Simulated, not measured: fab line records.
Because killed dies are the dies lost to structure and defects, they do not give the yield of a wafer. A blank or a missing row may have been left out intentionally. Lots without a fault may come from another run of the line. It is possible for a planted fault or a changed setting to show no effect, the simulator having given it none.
fab line records -- flow sky130 -- part 1 of 2: steps 1 to 30 of 39
record: lots: 5, wafers: 15, lastDay: 50
route steps=708 shown RES_XHIGH@339 SD_N@342 SD_P@359 SALICIDE@361 LI_CONTACT@362
lots that met no fault: taken from a fault-free run of the same line
startH: the number of hours between the record's first day and the start of the first shown wafer of the lot -- waitH: hours elapsed since this lot's preceding step -- " identical to the entry in the row above -- L1.1+2: several wafers, shown together as one row -- - no value, or no start was given -- * or withheld: withheld -- < > ~ a bound
route shown NAME@n: a module of which the file shows steps, and the number in the route of the first -- usual: mean/standard deviation taken from wafers without a fault -- same: alike in all rows -- chamber/n: place in a boat -- sites: each site's reading -- _std_site: their standard deviation -- _edge_site: outer sites' mean less inner sites' -- radiusMm: how far each site lies from the wafer's centre -- mask NAME#n: copy n -- behind: tool/chamber where the wafer was last shaped -- hold: what put the lot on hold/how long, in hours/how the hold closed -- device: the n, p or np transistor that did not switch -- end of line: tests of these same wafers at the route's end -- a step given without rows: its recipe and nothing more -- killed: the dies lost at the first sort to structure and to defects; this is not the yield of the wafer -- map: per-die view of a wafer (x killed, . not killed, _ where there is no die)
set.NAME: the setting that was run; set.NAME@STEP: the one run at that earlier step -- model.NAME: the simulator's own value behind a step, which no gauge read
lots at some steps of the route; a table a step, a row a wafer
services: the hour from which a tool's chamber was out of use, counted from the record's first day as startH (under 0 if before that day), plus the number of hours and why
== steps ==
step: SKY_RES_XHIGH_IMPLANT_07
recipe: species: BF2, energyKev: 20, doseCm2: 3.6e+14, tiltDeg: 0
lot.wafer,tool,chamber,startH,waitH
L076.4+5+6,implanter-01,0,641.88,0.1
L083.2+5+6,implanter-03,0,692.68,0.1
L089.1+5+6,implanter-03,0,735.81,0.1
L092.1+3+4,implanter-04,0,765.98,0.1
L097.2+4+5,implanter-01,0,793.78,0.1
step: SKY_RES_XHIGH_STRIP_08
recipe: chemistry: O2/N2, powerW: 1400, pressureMtorr: 1500, platenTempC: withheld, o2FlowSccm: 3000, n2FlowSccm: 300, overashFraction: 0.5
usual: drypumpMotorCurrentA: 5.7/0.43, n2FlowSccm: 299.9/0.9, o2FlowSccm: 3000/9.5, oesProductAu: 0.711/0.0048, stripTimeToEndpointS: 14.29/0.035
lot.wafer,tool,chamber,startH,waitH,drypumpMotorCurrentA,n2FlowSccm,o2FlowSccm,oesProductAu,rfHoursCounterH,stripTimeToEndpointS
L076.4,plasmaAsher-02,1,641.99,0.1,5.0,301.3,3007,0.711,-,14.31
L076.5,plasmaAsher-02,1,641.99,0.1,5.0,300.7,3016,0.714,-,14.27
L076.6,plasmaAsher-02,0,641.99,0.1,6.0,300.2,2997,0.722,-,14.27
L083.2,plasmaAsher-02,1,692.81,0.1,5.0,299.2,3001,0.713,27,14.28
L083.5,plasmaAsher-02,1,692.81,0.1,5.0,299.2,2994,0.706,-,14.21
L083.6,plasmaAsher-02,0,692.81,0.1,6.0,301.1,2996,0.719,-,14.31
L089.1,plasmaAsher-02,0,735.96,0.1,6.0,299.2,2989,0.709,32,14.32
L089.5,plasmaAsher-02,1,735.96,0.1,5.0,299.6,3000,0.713,-,14.29
L089.6,plasmaAsher-02,0,735.96,0.1,6.0,297.4,2993,0.714,-,14.25
L092.1,plasmaAsher-02,1,766.13,0.1,5.0,300.2,3013,0.709,35,14.30
L092.3,plasmaAsher-02,0,766.13,0.1,6.0,298.5,2980,0.720,-,14.28
L092.4,plasmaAsher-02,1,766.13,0.1,5.0,299.9,3005,0.711,-,14.29
L097.2,plasmaAsher-03,1,793.91,0.1,5.9,300.1,2991,0.702,64,14.32
L097.4,plasmaAsher-03,1,793.91,0.1,5.9,298.9,2997,0.716,-,14.31
L097.5,plasmaAsher-03,0,793.91,0.1,6.4,299.5,3009,0.706,-,14.34
step: SKY_RES_XHIGH_TW_MEAS_09
usual: RES_XHIGH_TW: 1622/6.5
lot.wafer,tool,chamber,startH,waitH,RES_XHIGH_TW
L076.4,filmMetro-01,-,642.09,0.1,1621
L076.5,filmMetro-01,-,642.09,0.1,1626
L076.6,filmMetro-01,-,642.09,0.1,1621
L083.2,filmMetro-03,-,692.92,0.1,1609
L083.5,filmMetro-03,-,692.92,0.1,1613
L083.6,filmMetro-03,-,692.92,0.1,1619
L089.1,filmMetro-01,-,736.06,0.1,1624
L089.5,filmMetro-01,-,736.06,0.1,1620
L089.6,filmMetro-01,-,736.06,0.1,1628
L092.1,filmMetro-01,-,766.23,0.1,1627
L092.3,filmMetro-01,-,766.23,0.1,1633
L092.4,filmMetro-01,-,766.23,0.1,1623
L097.2,filmMetro-01,-,794.02,0.1,1616
L097.4,filmMetro-01,-,794.02,0.1,1608
L097.5,filmMetro-01,-,794.02,0.1,1618
step: SKY_SD_N_DEHYDRATE_00
recipe: tempC: 200, timeS: 60
lot.wafer,tool,chamber,startH,waitH
L076.4+5+6,lithoTrack-03,0,655.28,13.2
L083.2+5+6,lithoTrack-04,0,706.98,14.1
L089.1+5+6,lithoTrack-04,0,747.61,11.5
L092.1+3+4,lithoTrack-01,0,778.84,12.6
L097.2+4+5,lithoTrack-01,0,806.22,12.2
step: SKY_SD_N_HMDS_01
recipe: primeTimeS: 60, primeTempC: 120
lot.wafer,tool,chamber,startH,waitH
L076.4+5+6,lithoTrack-03,0,655.43,0.1
L083.2+5+6,lithoTrack-04,0,707.13,0.1
L089.1+5+6,lithoTrack-04,0,747.76,0.1
L092.1+3+4,lithoTrack-01,0,778.99,0.1
L097.2+4+5,lithoTrack-01,0,806.37,0.1
step: SKY_SD_N_COAT_02
recipe: resist: NOVOLAK, spinRpm: 3000, resistThkNm: 1140
usual: dispensePressureKPa: 48/4.1
lot.wafer,tool,chamber,startH,waitH,dispensePressureKPa
L076.4,lithoTrack-03,0,655.58,0.1,51
L076.5,lithoTrack-03,0,655.58,0.1,51
L076.6,lithoTrack-03,0,655.58,0.1,51
L083.2,lithoTrack-04,0,707.28,0.1,51
L083.5,lithoTrack-04,0,707.28,0.1,51
L083.6,lithoTrack-04,0,707.28,0.1,51
L089.1,lithoTrack-04,0,747.91,0.1,51
L089.5,lithoTrack-04,0,747.91,0.1,51
L089.6,lithoTrack-04,0,747.91,0.1,51
L092.1,lithoTrack-01,0,779.14,0.1,42
L092.3,lithoTrack-01,0,779.14,0.1,42
L092.4,lithoTrack-01,0,779.14,0.1,42
L097.2,lithoTrack-01,0,806.52,0.1,42
L097.4,lithoTrack-01,0,806.52,0.1,42
L097.5,lithoTrack-01,0,806.52,0.1,42
step: SKY_SD_N_SOFTBAKE_03
recipe: tempC: 90, timeS: 60, resist: NOVOLAK
lot.wafer,tool,chamber,startH,waitH
L076.4+5+6,lithoTrack-03,0,655.73,0.1
L083.2+5+6,lithoTrack-04,0,707.43,0.1
L089.1+5+6,lithoTrack-04,0,748.06,0.1
L092.1+3+4,lithoTrack-01,0,779.29,0.1
L097.2+4+5,lithoTrack-01,0,806.67,0.1
step: SKY_SD_N_EXPOSE_04
recipe: maskId: NSDM, na: 0.6, sourceShape: conventional, sigmaOuter: 0.6, polarization: unpolarized, targetCdNm: 380, doseMj: 142.8
usual: focusOffsetNm: -0.1/0.55
lot.wafer,tool,chamber,startH,waitH,mask,focusOffsetNm
L076.4,ilineStepper-02,0,-,-,NSDM#0,0.0
L076.5,ilineStepper-02,0,-,-,NSDM#0,0.4
L076.6,ilineStepper-02,0,-,-,NSDM#0,0.0
L083.2,ilineStepper-01,0,-,-,NSDM#0,-0.2
L083.5,ilineStepper-01,0,-,-,NSDM#0,0.2
L083.6,ilineStepper-01,0,-,-,NSDM#0,0.0
L089.1,ilineStepper-02,0,-,-,NSDM#0,-0.4
L089.5,ilineStepper-02,0,-,-,NSDM#0,0.0
L089.6,ilineStepper-02,0,-,-,NSDM#0,0.3
L092.1,ilineStepper-01,0,-,-,NSDM#0,-0.8
L092.3,ilineStepper-01,0,-,-,NSDM#0,-0.8
L092.4,ilineStepper-01,0,-,-,NSDM#0,-0.3
L097.2,ilineStepper-01,0,-,-,NSDM#0,-0.9
L097.4,ilineStepper-01,0,-,-,NSDM#0,-0.5
L097.5,ilineStepper-01,0,-,-,NSDM#0,-0.7
step: SKY_SD_N_PEB_05
recipe: tempC: withheld, timeS: *, resist: NOVOLAK
lot.wafer,tool,chamber,startH,waitH
L076.4+5+6,lithoTrack-01,0,-,-
L083.2+5+6,lithoTrack-01,0,-,-
L089.1+5+6,lithoTrack-01,0,-,-
L092.1+3+4,lithoTrack-01,0,-,-
L097.2+4+5,lithoTrack-03,0,-,-
step: SKY_SD_N_DEVELOP_06
recipe: resist: NOVOLAK, developer: TMAH, developTimeS: 60, devTempC: 23
lot.wafer,tool,chamber,startH,waitH
L076.4+5+6,lithoTrack-01,0,670.32,0.1
L083.2+5+6,lithoTrack-01,0,720.47,0.1
L089.1+5+6,lithoTrack-01,0,762.09,0.1
L092.1+3+4,lithoTrack-01,0,791.99,0.1
L097.2+4+5,lithoTrack-03,0,820.23,0.1
step: SKY_SD_N_CD_MEAS_07
recipe: targetCdNm: 380
usual: cdNm: 379.3/2
lot.wafer,tool,chamber,startH,waitH,cdNm
L076.4,cdSem-02,-,670.45,0.1,379.0
L076.5,cdSem-02,-,670.45,0.1,379.8
L076.6,cdSem-02,-,670.45,0.1,381.0
L083.2,cdSem-01,-,720.61,0.1,378.1
L083.5,cdSem-01,-,720.61,0.1,376.7
L083.6,cdSem-01,-,720.61,0.1,377.4
L089.1,cdSem-02,-,762.24,0.1,379.7
L089.5,cdSem-02,-,762.24,0.1,383.0
L089.6,cdSem-02,-,762.24,0.1,380.8
L092.1,cdSem-02,-,792.14,0.1,382.4
L092.3,cdSem-02,-,792.14,0.1,383.1
L092.4,cdSem-02,-,792.14,0.1,380.5
L097.2,cdSem-02,-,820.38,0.1,378.9
L097.4,cdSem-02,-,820.38,0.1,380.2
L097.5,cdSem-02,-,820.38,0.1,380.7
step: SKY_SD_N_OVL_MEAS_08
usual: SD_N_OVL: 0.8/1.2
lot.wafer,tool,chamber,startH,waitH,SD_N_OVL[nm]
L076.4,overlay-01,-,670.53,0.1,-0.1
L076.5,overlay-01,-,670.53,0.1,-0.2
L076.6,overlay-01,-,670.53,0.1,0.7
L083.2,overlay-01,-,720.72,0.1,1.4
L083.5,overlay-01,-,720.72,0.1,0.8
L083.6,overlay-01,-,720.72,0.1,0.7
L089.1,overlay-01,-,762.36,0.1,-1.2
L089.5,overlay-01,-,762.36,0.1,-0.7
L089.6,overlay-01,-,762.36,0.1,0.7
L092.1,overlay-02,-,792.26,0.1,1.9
L092.3,overlay-02,-,792.26,0.1,2.1
L092.4,overlay-02,-,792.26,0.1,2.8
L097.2,overlay-01,-,820.48,0.1,-0.3
L097.4,overlay-01,-,820.48,0.1,-0.5
L097.5,overlay-01,-,820.48,0.1,0.2
step: SKY_SD_N_IMPLANT_09
recipe: species: As, energyKev: 50, doseCm2: 4e+15, tiltDeg: 0
lot.wafer,tool,chamber,startH,waitH
L076.4+5+6,implanter-02,0,670.62,0.1
L083.2+5+6,implanter-01,0,720.77,0.0
L089.1+5+6,implanter-01,0,762.40,0.0
L092.1+3+4,implanter-03,0,792.30,0.0
L097.2+4+5,implanter-02,0,820.54,0.0
step: SKY_SD_N_IMPLANT_10
recipe: species: P, energyKev: 20, doseCm2: 1e+14, tiltDeg: 0
lot.wafer,tool,chamber,startH,waitH
L076.4+5+6,implanter-02,0,670.77,0.1
L083.2+5+6,implanter-01,0,720.92,0.1
L089.1+5+6,implanter-01,0,762.55,0.1
L092.1+3+4,implanter-03,0,792.45,0.1
L097.2+4+5,implanter-02,0,820.69,0.1
step: SKY_SD_N_STRIP_11
recipe: chemistry: O2/N2, powerW: 1400, pressureMtorr: 1500, platenTempC: withheld, o2FlowSccm: 3000, n2FlowSccm: 300, overashFraction: 0.5
usual: drypumpMotorCurrentA: 5.9/0.52, n2FlowSccm: 300.0/0.92, o2FlowSccm: 3001/9.8, oesProductAu: 0.528/0.0048, stripTimeToEndpointS: 22.55/0.041
lot.wafer,tool,chamber,startH,waitH,drypumpMotorCurrentA,n2FlowSccm,o2FlowSccm,oesProductAu,rfHoursCounterH,stripTimeToEndpointS
L076.4,plasmaAsher-02,0,670.88,0.1,6.0,299.6,2998,0.525,-,22.57
L076.5,plasmaAsher-02,1,670.88,0.1,5.0,299.5,3001,0.525,-,22.56
L076.6,plasmaAsher-02,0,670.88,0.1,6.0,301.1,3009,0.531,-,22.57
L083.2,plasmaAsher-03,1,721.05,0.1,5.9,300.4,2986,0.525,57,22.55
L083.5,plasmaAsher-03,1,721.05,0.1,5.9,300.7,2995,0.523,-,22.51
L083.6,plasmaAsher-03,0,721.05,0.1,6.3,301.3,2993,0.532,-,22.54
L089.1,plasmaAsher-03,1,762.70,0.1,5.9,299.7,2995,0.534,61,22.46
L089.5,plasmaAsher-03,1,762.70,0.1,6.0,300.6,3012,0.530,-,22.48
L089.6,plasmaAsher-03,0,762.70,0.1,6.3,300.6,2991,0.526,-,22.49
L092.1,plasmaAsher-03,1,792.60,0.1,5.9,302.2,2986,0.528,64,22.51
L092.3,plasmaAsher-03,1,792.60,0.1,5.9,301.0,2988,0.520,-,22.46
L092.4,plasmaAsher-03,0,792.60,0.1,6.3,300.2,2983,0.517,-,22.54
L097.2,plasmaAsher-01,0,820.81,0.1,5.6,298.5,2984,0.532,7,22.57
L097.4,plasmaAsher-01,0,820.81,0.1,5.6,298.2,2999,0.524,-,22.56
L097.5,plasmaAsher-01,0,820.81,0.1,5.6,298.8,2987,0.537,-,22.61
step: SKY_SD_N_TW_MEAS_12
usual: SD_N_TW: 3932/23
lot.wafer,tool,chamber,startH,waitH,SD_N_TW
L076.4,filmMetro-01,-,670.98,0.1,3958
L076.5,filmMetro-01,-,670.98,0.1,3938
L076.6,filmMetro-01,-,670.98,0.1,3969
L083.2,filmMetro-04,-,721.16,0.1,3933
L083.5,filmMetro-04,-,721.16,0.1,3950
L083.6,filmMetro-04,-,721.16,0.1,3937
L089.1,filmMetro-01,-,762.80,0.1,3947
L089.5,filmMetro-01,-,762.80,0.1,3977
L089.6,filmMetro-01,-,762.80,0.1,3950
L092.1,filmMetro-01,-,792.70,0.1,3915
L092.3,filmMetro-01,-,792.70,0.1,3907
L092.4,filmMetro-01,-,792.70,0.1,3917
L097.2,filmMetro-01,-,820.92,0.1,3920
L097.4,filmMetro-01,-,820.92,0.1,3947
L097.5,filmMetro-01,-,820.92,0.1,3927
step: SKY_SD_N_CLEAN_13
recipe: chemistry: SC1/SC2, mix: 1:4:20, tempC: 70, timeS: 150, dry: n2Spin
lot.wafer,tool,chamber,startH,waitH
L076.4+5+6,wetBench-01,2,671.01,0.0
L083.2+5+6,wetBench-03,1,721.21,0.0
L089.1+5+6,wetBench-02,1,762.86,0.1
L092.1+3+4,wetBench-01,1,792.76,0.1
L097.2+4+5,wetBench-01,3,820.97,0.0
step: SKY_SD_N_RTA_14
recipe: tempC: 1075, timeS: 2, idleTempC: 650, rampUpCPerS: 150, rampDownCPerS: 90, ambient: N2
usual: lampPowerPct: 15.74/0.05, wafer_temp_C_max: 1077.9/1.2
lot.wafer,tool,chamber,startH,waitH,lampPowerPct,wafer_temp_C_max
L076.4,rtpAnneal-01,0,671.09,0.0,15.72,1078.5
L076.5,rtpAnneal-01,0,671.09,0.0,15.76,1076.3
L076.6,rtpAnneal-01,0,671.09,0.0,15.77,1077.1
L083.2,rtpAnneal-01,0,721.27,0.0,15.75,1078.1
L083.5,rtpAnneal-01,0,721.27,0.0,15.88,1078.6
L083.6,rtpAnneal-01,0,721.27,0.0,15.72,1078.4
L089.1,rtpAnneal-01,0,762.91,0.0,15.78,1077.7
L089.5,rtpAnneal-01,0,762.91,0.0,15.75,1078.2
L089.6,rtpAnneal-01,0,762.91,0.0,15.69,1077.2
L092.1,rtpAnneal-02,0,792.81,0.0,15.75,1080.0
L092.3,rtpAnneal-02,0,792.81,0.0,15.79,1078.7
L092.4,rtpAnneal-02,0,792.81,0.0,15.72,1078.6
L097.2,rtpAnneal-02,0,821.04,0.0,15.72,1078.7
L097.4,rtpAnneal-02,0,821.04,0.0,15.71,1077.0
L097.5,rtpAnneal-02,0,821.04,0.0,15.72,1080.2
step: SKY_SD_N_RS_MEAS_16
recipe: thkMeasGauge: four-point-probe
usual: SD_N_RS: 68.56/0.11
lot.wafer,tool,chamber,startH,waitH,SD_N_RS[ohm/sq]
L076.4,filmMetro-03,-,671.30,0.1,68.48
L076.5,filmMetro-03,-,671.30,0.1,68.74
L076.6,filmMetro-03,-,671.30,0.1,68.49
L083.2,filmMetro-01,-,721.45,0.1,68.54
L083.5,filmMetro-01,-,721.45,0.1,68.56
L083.6,filmMetro-01,-,721.45,0.1,68.58
L089.1,filmMetro-03,-,763.08,0.1,68.64
L089.5,filmMetro-03,-,763.08,0.1,68.62
L089.6,filmMetro-03,-,763.08,0.1,68.72
L092.1,filmMetro-04,-,792.99,0.1,68.50
L092.3,filmMetro-04,-,792.99,0.1,68.52
L092.4,filmMetro-04,-,792.99,0.1,68.44
L097.2,filmMetro-04,-,821.22,0.1,68.66
L097.4,filmMetro-04,-,821.22,0.1,68.59
L097.5,filmMetro-04,-,821.22,0.1,68.61
step: SKY_SD_N_RS_MEAS_17
recipe: thkMeasGauge: four-point-probe
usual: SD_P_RS: 147.1/0.33
lot.wafer,tool,chamber,startH,waitH,SD_P_RS[ohm/sq]
L076.4,filmMetro-03,-,671.42,0.1,147.3
L076.5,filmMetro-03,-,671.42,0.1,147.1
L076.6,filmMetro-03,-,671.42,0.1,147.0
L083.2,filmMetro-01,-,721.57,0.1,146.9
L083.5,filmMetro-01,-,721.57,0.1,146.9
L083.6,filmMetro-01,-,721.57,0.1,147.5
L089.1,filmMetro-03,-,763.20,0.1,147.3
L089.5,filmMetro-03,-,763.20,0.1,147.2
L089.6,filmMetro-03,-,763.20,0.1,147.1
L092.1,filmMetro-04,-,793.11,0.1,147.0
L092.3,filmMetro-04,-,793.11,0.1,146.9
L092.4,filmMetro-04,-,793.11,0.1,147.3
L097.2,filmMetro-04,-,821.34,0.1,147.0
L097.4,filmMetro-04,-,821.34,0.1,147.5
L097.5,filmMetro-04,-,821.34,0.1,147.1
step: SKY_SD_N_RS_MEAS_18
recipe: thkMeasGauge: four-point-probe
usual: RES_XHIGH_RS: 333.1/1.1
lot.wafer,tool,chamber,startH,waitH,RES_XHIGH_RS[ohm/sq]
L076.4,filmMetro-03,-,671.54,0.1,331.7
L076.5,filmMetro-03,-,671.54,0.1,332.0
L076.6,filmMetro-03,-,671.54,0.1,330.8
L083.2,filmMetro-01,-,721.69,0.1,334.4
L083.5,filmMetro-01,-,721.69,0.1,332.9
L083.6,filmMetro-01,-,721.69,0.1,332.3
L089.1,filmMetro-03,-,763.32,0.1,334.9
L089.5,filmMetro-03,-,763.32,0.1,333.9
L089.6,filmMetro-03,-,763.32,0.1,335.2
L092.1,filmMetro-04,-,793.23,0.1,330.4
L092.3,filmMetro-04,-,793.23,0.1,331.7
L092.4,filmMetro-04,-,793.23,0.1,331.1
L097.2,filmMetro-04,-,821.46,0.1,333.1
L097.4,filmMetro-04,-,821.46,0.1,333.0
L097.5,filmMetro-04,-,821.46,0.1,332.6
step: SKY_SALICIDE_CLEAN_00
recipe: chemistry: HF-last, timeS: 30, dilution: 100:1, dry: ipaMarangoni
lot.wafer,tool,chamber,startH,waitH
L076.4+5+6,wetBench-04,1,671.60,0.0
L083.2+5+6,wetBench-01,2,721.79,0.1
L089.1+5+6,wetBench-04,3,763.44,0.1
L092.1+3+4,wetBench-02,1,793.35,0.1
L097.2+4+5,wetBench-04,3,821.56,0.1
step: SKY_LI_CONTACT_HDPCVD_00
recipe: material: PSG, targetThkNm: 930, sigmaOpenFrac: 0.3, timeS: 155, tempC: 600, sih4FlowSccm: 60, pressureMtorr: 6
usual: susceptorTempC: 599.97/0.26
lot.wafer,tool,chamber,startH,waitH,susceptorTempC
L076.4,hdpcvd-02,1,671.67,0.1,600.20
L076.5,hdpcvd-02,2,671.67,0.1,599.87
L076.6,hdpcvd-02,0,671.67,0.1,600.17
L083.2,hdpcvd-01,2,721.81,0.0,599.73
L083.5,hdpcvd-01,2,721.81,0.0,599.87
L083.6,hdpcvd-01,0,721.81,0.0,599.90
L089.1,hdpcvd-01,2,763.46,0.0,599.53
L089.5,hdpcvd-01,2,763.46,0.0,600.03
L089.6,hdpcvd-01,0,763.46,0.0,600.55
L092.1,hdpcvd-02,0,793.36,0.0,599.57
L092.3,hdpcvd-02,2,793.36,0.0,600.15
L092.4,hdpcvd-02,1,793.36,0.0,600.54
L097.2,hdpcvd-01,1,821.58,0.0,600.06
L097.4,hdpcvd-01,2,821.58,0.0,600.29
L097.5,hdpcvd-01,1,821.58,0.0,600.12
step: SKY_LI_CONTACT_THK_MEAS_01
recipe: reads: PSG_of_LI_CONTACT_HDPCVD_00
usual: LI_CONTACT_HDPCVD_THK: 935/10
lot.wafer,tool,chamber,startH,waitH,LI_CONTACT_HDPCVD_THK[nm]
L076.4,filmMetro-04,-,671.75,0.0,933
L076.5,filmMetro-04,-,671.75,0.0,928
L076.6,filmMetro-04,-,671.75,0.0,939
L083.2,filmMetro-04,-,721.92,0.1,947
L083.5,filmMetro-04,-,721.92,0.1,943
L083.6,filmMetro-04,-,721.92,0.1,925
L089.1,filmMetro-03,-,763.56,0.1,921
L089.5,filmMetro-03,-,763.56,0.1,933
L089.6,filmMetro-03,-,763.56,0.1,929
L092.1,filmMetro-01,-,793.47,0.1,936
L092.3,filmMetro-01,-,793.47,0.1,921
L092.4,filmMetro-01,-,793.47,0.1,925
L097.2,filmMetro-04,-,821.69,0.1,937
L097.4,filmMetro-04,-,821.69,0.1,938
L097.5,filmMetro-04,-,821.69,0.1,945
step: SKY_LI_CONTACT_CMP_02
recipe: material: PSG, downForcePsi: 4, platenRpm: 60, padVelocityMS: 0.94248
usual: motorCurrentA: 12.1/1.3, slurryFlowMlMin: 150.0/0.49, timeToEndpointS: 31/3.8
lot.wafer,tool,chamber,startH,waitH,motorCurrentA,slurryFlowMlMin,timeToEndpointS
L076.4,cmp-02,0,671.88,0.1,10.8,150.2,27
L076.6,cmp-02,2,671.88,0.1,11.3,150.2,33
L076.5,cmp-02,3,671.88,0.1,12.8,150.4,27
L083.2,cmp-01,0,722.12,0.2,14.1,150.4,30
L083.6,cmp-01,1,722.12,0.2,13.6,150.4,35
L083.5,cmp-01,2,722.12,0.2,10.8,150.2,29
L089.1,cmp-01,2,763.77,0.2,11.2,150.6,32
L089.5,cmp-01,3,763.77,0.2,9.9,149.8,26
L089.6,cmp-01,0,763.77,0.2,14.3,150.1,31
L092.1,cmp-02,0,793.53,0.1,11.4,150.7,29
L092.3,cmp-02,2,793.53,0.1,12.1,149.9,35
L092.4,cmp-02,3,793.53,0.1,12.5,149.5,33
L097.2,cmp-01,0,821.74,0.0,13.0,149.8,32
L097.4,cmp-01,3,821.74,0.0,10.1,150.8,28
L097.5,cmp-01,1,821.74,0.0,12.5,150.5,37
step: SKY_LI_CONTACT_BOW_MEAS_03
recipe: mode: bow
usual: LI_CONTACT_BOW: 56/7.1
lot.wafer,tool,chamber,startH,waitH,LI_CONTACT_BOW[um]
L076.4,filmMetro-03,-,672.14,0.2,60
L076.5,filmMetro-03,-,672.14,0.2,52
L076.6,filmMetro-03,-,672.14,0.2,53
L083.2,filmMetro-03,-,722.29,0.1,49
L083.5,filmMetro-03,-,722.29,0.1,60
L083.6,filmMetro-03,-,722.29,0.1,54
L089.1,filmMetro-03,-,763.92,0.1,51
L089.5,filmMetro-03,-,763.92,0.1,58
L089.6,filmMetro-03,-,763.92,0.1,58
L092.1,filmMetro-01,-,793.83,0.2,60
L092.3,filmMetro-01,-,793.83,0.2,65
L092.4,filmMetro-01,-,793.83,0.2,69
L097.2,filmMetro-01,-,822.06,0.3,54
L097.4,filmMetro-01,-,822.06,0.3,72
L097.5,filmMetro-01,-,822.06,0.3,69
step: SKY_LI_CONTACT_DEHYDRATE_04
recipe: tempC: 200, timeS: 60
lot.wafer,tool,chamber,startH,waitH
L076.4+5+6,lithoTrack-02,0,685.30,13.1
L083.2+5+6,lithoTrack-04,0,736.43,14.1
L089.1+5+6,lithoTrack-02,0,775.93,12.0
L092.1+3+4,lithoTrack-04,0,805.61,11.8
L097.2+4+5,lithoTrack-01,0,834.32,12.2
step: SKY_LI_CONTACT_HMDS_05
recipe: primeTimeS: 60, primeTempC: 120
lot.wafer,tool,chamber,startH,waitH
L076.4+5+6,lithoTrack-02,0,685.45,0.1
L083.2+5+6,lithoTrack-04,0,736.58,0.1
L089.1+5+6,lithoTrack-02,0,776.08,0.1
L092.1+3+4,lithoTrack-04,0,805.76,0.1
L097.2+4+5,lithoTrack-01,0,834.47,0.1
step: SKY_LI_CONTACT_COAT_06
recipe: resist: BARC, tempC: withheld, timeS: withheld, spinRpm: 3000, resistThkNm: 60
usual: dispensePressureKPa: 49/5.1
lot.wafer,tool,chamber,startH,waitH,dispensePressureKPa
L076.4,lithoTrack-02,0,685.60,0.1,54
L076.5,lithoTrack-02,0,685.60,0.1,54
L076.6,lithoTrack-02,0,685.60,0.1,54
L083.2,lithoTrack-04,0,736.73,0.1,51
L083.5,lithoTrack-04,0,736.73,0.1,51
L083.6,lithoTrack-04,0,736.73,0.1,51
L089.1,lithoTrack-02,0,776.23,0.1,54
L089.5,lithoTrack-02,0,776.23,0.1,54
L089.6,lithoTrack-02,0,776.23,0.1,54
L092.1,lithoTrack-04,0,805.91,0.1,51
L092.3,lithoTrack-04,0,805.91,0.1,51
L092.4,lithoTrack-04,0,805.91,0.1,51
L097.2,lithoTrack-01,0,834.62,0.1,42
L097.4,lithoTrack-01,0,834.62,0.1,42
L097.5,lithoTrack-01,0,834.62,0.1,42
step: SKY_LI_CONTACT_COAT_07
recipe: resist: KrF-thick, spinRpm: 3000, resistThkNm: 450
usual: dispensePressureKPa: 49/5.1
lot.wafer,tool,chamber,startH,waitH,dispensePressureKPa
L076.4,lithoTrack-02,0,-,-,54
L076.5,lithoTrack-02,0,-,-,54
L076.6,lithoTrack-02,0,-,-,54
L083.2,lithoTrack-04,0,-,-,51
L083.5,lithoTrack-04,0,-,-,51
L083.6,lithoTrack-04,0,-,-,51
L089.1,lithoTrack-02,0,-,-,54
L089.5,lithoTrack-02,0,-,-,54
L089.6,lithoTrack-02,0,-,-,54
L092.1,lithoTrack-04,0,-,-,51
L092.3,lithoTrack-04,0,-,-,51
L092.4,lithoTrack-04,0,-,-,51
L097.2,lithoTrack-01,0,-,-,42
L097.4,lithoTrack-01,0,-,-,42
L097.5,lithoTrack-01,0,-,-,42
